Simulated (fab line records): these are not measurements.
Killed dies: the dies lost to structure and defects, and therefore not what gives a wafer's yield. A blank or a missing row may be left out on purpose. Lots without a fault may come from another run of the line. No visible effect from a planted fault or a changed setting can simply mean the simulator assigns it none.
Which tool was responsible? | flow gf180mcu | 14 lots with 42 wafers sampled at 5 steps, on a route of 602 steps

WHAT EACH GAUGE READ, for each wafer
GF_VT_IMPLANT_TW_MEAS_43.
lot  | measured     | on            | VT_IMPLANT_4_TW
L825 | day 7 20:52  | film-metro-03 | 695 694 696
L827 | day 8 10:47  | film-metro-03 | 693 697 691
L829 | day 8 20:17  | film-metro-03 | 691 693 692
L830 | day 9 00:20  | film-metro-01 | 679 683 683
L831 | day 9 13:49  | film-metro-01 | 676 683 680
L832 | day 9 16:44  | film-metro-03 | 695 698 699
L837 | day 11 03:43 | film-metro-04 | 677 682 680
L840 | day 11 22:13 | film-metro-04 | 678 680 679
L841 | day 12 04:56 | film-metro-03 | 694 693 693
L842 | day 12 12:35 | film-metro-04 | 678 675 675
L843 | day 12 17:44 | film-metro-04 | 675 675 676
L844 | day 12 23:31 | film-metro-03 | 692 693 691
L846 | day 13 13:22 | film-metro-03 | 696 691 694
L847 | day 13 19:07 | film-metro-03 | 691 691 695

GF_VT_IMPLANT_RS_MEAS_49: measurement is done with a four-point probe.
lot  | measured     | on            | MVPSD_RS (ohm/sq)
L825 | day 7 21:27  | film-metro-04 | 1170 1167 1163
L827 | day 8 11:22  | film-metro-01 | 1169 1171 1172
L829 | day 8 20:52  | film-metro-02 | 1171 1168 1169
L830 | day 9 00:54  | film-metro-02 | 1165 1171 1167
L831 | day 9 14:24  | film-metro-02 | 1166 1166 1164
L832 | day 9 17:26  | film-metro-02 | 1178 1176 1180
L837 | day 11 04:17 | film-metro-02 | 1177 1174 1174
L840 | day 11 22:47 | film-metro-02 | 1169 1175 1170
L841 | day 12 05:31 | film-metro-04 | 1169 1167 1171
L842 | day 12 13:13 | film-metro-02 | 1169 1173 1171
L843 | day 12 18:20 | film-metro-04 | 1170 1173 1173
L844 | day 13 00:06 | film-metro-02 | 1170 1168 1167
L846 | day 13 13:58 | film-metro-04 | 1173 1173 1177
L847 | day 13 19:41 | film-metro-01 | 1166 1167 1162

GF_POLY_GATE_CD_MEAS_10 targets a cd of 280 nm.
lot  | measured     | on        | cd-nm (nm)
L825 | day 9 13:16  | cd-sem-02 | 283.3 282.0 282.7
L827 | day 10 02:34 | cd-sem-01 | 282.5 281.7 281.4
L829 | day 10 14:31 | cd-sem-02 | 279.8 279.5 280.2
L830 | day 10 19:47 | cd-sem-02 | 279.6 280.0 280.0
L831 | day 11 08:37 | cd-sem-01 | 281.6 280.2 281.1
L832 | day 11 10:44 | cd-sem-01 | 278.6 279.7 279.4
L837 | day 13 01:35 | cd-sem-02 | 276.8 278.7 278.3
L840 | day 13 19:59 | cd-sem-02 | 280.3 279.8 279.8
L841 | day 14 02:59 | cd-sem-01 | 278.8 279.7 279.6
L842 | day 14 13:40 | cd-sem-01 | 279.2 278.4 278.0
L843 | day 14 20:50 | cd-sem-01 | 278.8 279.0 278.7
L844 | day 15 00:28 | cd-sem-02 | 280.0 280.0 279.8
L846 | day 15 14:45 | cd-sem-02 | 278.3 278.7 278.5
L847 | day 15 20:02 | cd-sem-01 | 278.7 279.1 279.4

GF_HV_LDD_TW_MEAS_23.
lot  | measured     | on            | HV_LDD_2_TW
L825 | day 11 04:32 | film-metro-04 | 1041 1035 1040
L827 | day 11 18:05 | film-metro-04 | 1044 1040 1043
L829 | day 12 08:10 | film-metro-02 | 1000 998 997 999 996 990
L830 | day 12 12:12 | film-metro-02 | 1060 1065 1061
L831 | day 13 07:43 | film-metro-01 | 1042 1043 1044
L832 | day 13 07:27 | film-metro-02 | 1003 1008 1001
L837 | day 14 20:57 | film-metro-01 | 1053 1053 1050
L840 | day 15 19:17 | film-metro-02 | 1062 1059 1058
L841 | day 16 01:34 | film-metro-01 | 1050 1041 1048
L842 | day 16 10:58 | film-metro-04 | 1029 1026 1028
L843 | day 16 20:50 | film-metro-01 | 1046 1045 1040
L844 | day 16 22:49 | film-metro-02 | 1067 1063 1069
L846 | day 17 14:22 | film-metro-04 | 1037 1026 1031
L847 | day 17 22:36 | film-metro-01 | 1048 1052 1049

EACH LOT AND THE TOOL THAT RAN IT (in order: tool; ch and the chambers of the sampled wafers; start)
lot  | GF_HV_LDD_IMPLANT_21
L825 | implanter-03 ch 0, day 11 04:18
L827 | implanter-02 ch 0, day 11 17:51
L829 | implanter-03 ch 0, day 12 07:55
L830 | implanter-02 ch 0, day 12 11:57
L831 | implanter-04 ch 0, day 13 07:28
L832 | implanter-03 ch 0, day 13 07:12
L837 | implanter-04 ch 0, day 14 20:42
L840 | implanter-03 ch 0, day 15 19:02
L841 | implanter-03 ch 0, day 16 01:21
L842 | implanter-03 ch 0, day 16 10:45
L843 | implanter-03 ch 0, day 16 20:37
L844 | implanter-03 ch 0, day 16 22:35
L846 | implanter-04 ch 0, day 17 14:09
L847 | implanter-03 ch 0, day 17 22:21
- GF_HV_LDD_IMPLANT_21

AS READ BY THE TOOLS THEMSELVES (means over the sampled wafers that have a number; for cases with no such wafer, the mark the record gives instead)
GF_HV_LDD_IMPLANT_21.
lot  | tool         | beam-on-s (s) | faraday-current-uA
L825 | implanter-03 | 9.95          | 284
L827 | implanter-02 | 10.03         | 281
L829 | implanter-03 | 8.49          | 332
L830 | implanter-02 | 10.14         | 278
L831 | implanter-04 | 9.81          | 287
L832 | implanter-03 | 8.07          | 348
L837 | implanter-04 | 9.92          | 283
L840 | implanter-03 | 10.10         | 280
L841 | implanter-03 | 10.00         | 281
L842 | implanter-03 | 10.14         | 279
L843 | implanter-03 | 10.03         | 282
L844 | implanter-03 | 9.95          | 283
L846 | implanter-04 | 10.17         | 278
L847 | implanter-03 | 10.17         | 276

THE ANSWER, worked out from the rows above alone
Rule: usual is defined by the lots themselves. The widest of any qualifying gaps counts: lots, ordered by their means at a reading, are off when they make up no more than a third of the lots, leave a main group of 4 or more, and stand apart from it by 3 or more times the standard deviation of that group's means. A main group whose means are all the same, to the digits that the tables above print for the reading, isn't used. A lot without any number at a reading at which 4 lots or more have one is off too. Any other lot the step has rows for is counted as sound. Order of review: gauges by route order, followed by the tools' own readings, for which a lot's mean as printed above is used. The first step at which some lot is off is used, and at that step the reading that is off furthest; a lot without a number counts as furthest.
Off at GF_HV_LDD_IMPLANT_21 (faraday-current-uA): L829, L832. The main group has a mean of 281 with a standard deviation of 2.9.
If a tool, at that step or one of the process steps before it, ran each lot that is off and ran no sound lot following the first of them, it fits. Of those tried, none fits.

WHAT THE SIMULATOR HAD PUT IN
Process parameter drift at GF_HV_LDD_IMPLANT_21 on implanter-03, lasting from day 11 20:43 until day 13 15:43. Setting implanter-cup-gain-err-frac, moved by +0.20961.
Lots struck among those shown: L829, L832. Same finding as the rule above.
